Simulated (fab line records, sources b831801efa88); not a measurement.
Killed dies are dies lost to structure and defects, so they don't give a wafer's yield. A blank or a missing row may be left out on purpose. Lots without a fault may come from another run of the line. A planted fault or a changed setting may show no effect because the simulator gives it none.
Chamber matching | flow sfq_line | SFQ_TRILAYER_I3_CMP_CMP_082 on cmp-01: 4 sister chambers
The step polishes SiO2. 14 wafers are shown with their chamber, then 7 later ones without.

WAFERS WITH THEIR CHAMBER
wafer  | chamber | motor_current_A (A) | edge_zone_pressure_frac | time_to_endpoint_s (s)
L465.4 | 2       | 10.6                | 1.004                   | 204
L465.1 | 0       | 12.7                | 1.011                   | 208
L465.6 | 2       | 10.3                | 1.006                   | 218
L468.1 | 2       | 10.4                | 1.000                   | 196
L468.4 | 3       | 10.6                | 1.002                   | 197
L468.6 | 2       | 9.9                 | 1.003                   | 209
L471.2 | 0       | 11.9                | 0.998                   | 199
L471.3 | 2       | 10.5                | 1.001                   | 204
L471.4 | 3       | 10.5                | 1.010                   | 215
L472.2 | 1       | 7.2                 | 0.998                   | 213
L472.1 | 3       | 10.3                | 0.998                   | 201
L472.3 | 0       | 12.6                | 1.003                   | 206
L483.2 | 3       | 10.9                | 1.005                   | 210
L483.5 | 3       | 10.3                | 1.000                   | 213

SIGNATURES (means of the wafers above)
reading                 | chamber 0 | chamber 1 | chamber 2 | chamber 3 | scatter within a chamber
motor_current_A         | 12.400    | 7.200     | 10.340    | 10.520    | 0.303
edge_zone_pressure_frac | 1.00400   | 0.99800   | 1.00280   | 1.00300   | 0.00444
time_to_endpoint_s      | 204.33    | 213.00    | 206.20    | 207.20    | 7.42
Rule: a wafer's distance from a chamber is the root of the sum, over the readings, of the square of ((its reading less the chamber's mean) divided by the reading's scatter). The wafer belongs to the nearest chamber; if the next one is less than 2 further off, it can't be placed. The scatter: the root of (the sum of the squares of (reading less its chamber's mean) over the shown wafers, divided by (wafers less chambers)).

WAFERS WITHOUT THEIR CHAMBER
wafer  | motor_current_A (A) | edge_zone_pressure_frac | time_to_endpoint_s (s)
L483.6 | 9.9                 | 0.997                   | 220
L485.2 | 10.7                | 1.001                   | 214
L485.3 | 10.8                | 1.008                   | 216
L485.6 | 7.5                 | 1.005                   | 230
L487.1 | 10.2                | 0.994                   | 200
L487.4 | 10.4                | 0.993                   | 212
L487.2 | 7.2                 | 1.011                   | 225

WHICH CHAMBER EACH WENT THROUGH
wafer  | from the rows above     | in truth
L483.6 | can't be placed: 2 or 3 | 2
L485.2 | can't be placed: 3 or 2 | 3
L485.3 | can't be placed: 3 or 2 | 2
L485.6 | 1                       | 1
L487.1 | can't be placed: 2 or 3 | 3
L487.4 | can't be placed: 2 or 3 | 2
L487.2 | 1                       | 1
Placed correctly: 2 of 7. Can't be placed from these rows: 5 (the true chamber is among the candidates in 5). Placed wrongly: 0.
